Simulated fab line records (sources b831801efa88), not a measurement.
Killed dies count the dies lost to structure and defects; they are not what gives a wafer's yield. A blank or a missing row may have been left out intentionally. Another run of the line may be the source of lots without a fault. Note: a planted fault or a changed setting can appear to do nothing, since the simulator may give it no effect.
The tool behind it: which one? -- flow sky130 -- 45 wafers from 15 lots sampled at 3 of the route's 708 steps

## WHAT EACH GAUGE READ, for each wafer
SKY_METAL1_CD_MEAS_15: the cd target is 140 nm. Usual: cd nm reads 140.4 nm (standard deviation 1.4).
lot,measured,on,cd nm (nm),flag
L670,day 32 23:39,cd sem-02,138.6 139.5 139.6,
L673,day 34 18:36,cd sem-01,139.7 142.0 142.5,
L678,day 35 16:14,cd sem-01,141.6 142.6 141.2,
L680,day 36 02:08,cd sem-01,140.1 139.4 139.7,
L679,day 36 04:39,cd sem-02,140.8 139.6 139.4,
L681,day 36 09:17,cd sem-02,140.0 139.7 138.4,
L682,day 36 18:25,cd sem-01,141.6 141.0 142.8,
L683,day 37 00:29,cd sem-02,140.8 141.8 139.8,
L685,day 38 07:17,cd sem-01,138.5 138.1 138.7,
L687,day 38 15:17,cd sem-02,141.0 141.3 139.0,
L688,day 38 17:40,cd sem-01,138.9 140.5 140.8,
L689,day 39 11:50,cd sem-02,140.7 140.5 141.0,
L690,day 39 22:02,cd sem-01,141.2 141.3 141.5,
L692,day 39 23:01,cd sem-01,138.9 140.3 140.5,
L691,day 40 03:02,cd sem-01,141.2 141.3 140.1,

SKY_METAL1_OVL_MEAS_16. Usual: for METAL1_OVL the level is -3 nm and the standard deviation is 6.8.
lot,measured,on,METAL1_OVL (nm),flag
L670,day 32 23:45,overlay-01,-16 -8 -17,
L673,day 34 18:43,overlay-01,-7 -4 -3,
L678,day 35 16:19,overlay-02,-1 4 2,
L680,day 36 02:15,overlay-01,3 10 4,
L679,day 36 04:45,overlay-02,-5 3 -4,
L681,day 36 09:24,overlay-01,-20 -16 -21,
L682,day 36 18:31,overlay-02,-10 1 -8,
L683,day 37 00:36,overlay-02,4 3 2,
L685,day 38 07:25,overlay-01,-5 -5 2,
L687,day 38 15:25,overlay-01,1 -5 -4,
L688,day 38 17:46,overlay-01,1 3 4,
L689,day 39 11:57,overlay-02,10 6 9,
L690,day 39 22:10,overlay-02,-5 -4 -2,
L692,day 39 23:07,overlay-01,-3 -13 -4,
L691,day 40 03:09,overlay-01,-9 -3 -11,

## WHICH TOOL RAN EACH LOT (tool, then ch and the chambers of the sampled wafers, then the start)
lot,SKY_VT_ADJUST_LVTN_DEVELOP_06
L670,"litho track-04 ch 0, day 7 04:00"
L673,"litho track-04 ch 0, day 7 21:00"
L678,"litho track-02 ch 0, day 9 10:00"
L680,"litho track-02 ch 0, day 9 18:00"
L679,"litho track-01, day 9 19:00"
L681,"litho track-04, day 10 02:00"
L682,"litho track-01, day 10 08:00"
L683,"litho track-04 ch 0, day 10 14:00"
L685,"litho track-04 ch 0, day 11 05:00"
L687,"litho track-01 ch 0, day 11 13:00"
L688,"litho track-01 ch 0, day 12 03:00"
L689,"litho track-01 ch 0, day 12 19:00"
L690,"litho track-02 ch 0, day 13 06:00"
L692,"litho track-02 ch 0, day 13 09:00"
L691,"litho track-01 ch 0, day 13 10:00"
- SKY_VT_ADJUST_LVTN_DEVELOP_06: develop time 60 s.

## AS READ BY THE TOOLS THEMSELVES (means over the sampled wafers that have a number; for cases with no such wafer, the mark the record gives instead)
SKY_VT_ADJUST_LVTN_DEVELOP_06. Usual: chill plate temp C reads 23.04 C (standard deviation 0.1).
lot,tool,chill plate temp C (C),flag
L670,litho track-04,23.10,
L673,litho track-04,23.28,
L678,litho track-02,22.96,
L680,litho track-02,23.02,
L679,litho track-01,-,OFF
L681,litho track-04,-,OFF
L682,litho track-01,-,OFF
L683,litho track-04,23.12,
L685,litho track-04,22.99,
L687,litho track-01,22.98,
L688,litho track-01,23.11,
L689,litho track-01,23.04,
L690,litho track-02,23.15,
L692,litho track-02,23.02,
L691,litho track-01,23.03,

## THE ANSWER, worked out from the rows above alone
Rule: a lot counts as off when the mean over its wafers that have a number is more than 3 standard deviations away from the usual mean. Also off: a lot with no number at a reading for which 4 or more lots have one. Any other lot the step has rows for is counted as sound. The gauges are gone through in route order, then the tools' own readings, and for those a lot's mean is taken as printed above. The first step at which some lot is off is used, and at that step the reading that is off furthest; a lot without a number counts as furthest.
Off: L679, L681, L682 (SKY_VT_ADJUST_LVTN_DEVELOP_06, chill plate temp C). Without a number there: L679, L681, L682.
If a tool, at that step or one of the process steps before it, ran each lot that is off and ran no sound lot following the first of them, it fits. No candidate that was tried fits.

## WHAT WAS PUT IN BY THE SIMULATOR
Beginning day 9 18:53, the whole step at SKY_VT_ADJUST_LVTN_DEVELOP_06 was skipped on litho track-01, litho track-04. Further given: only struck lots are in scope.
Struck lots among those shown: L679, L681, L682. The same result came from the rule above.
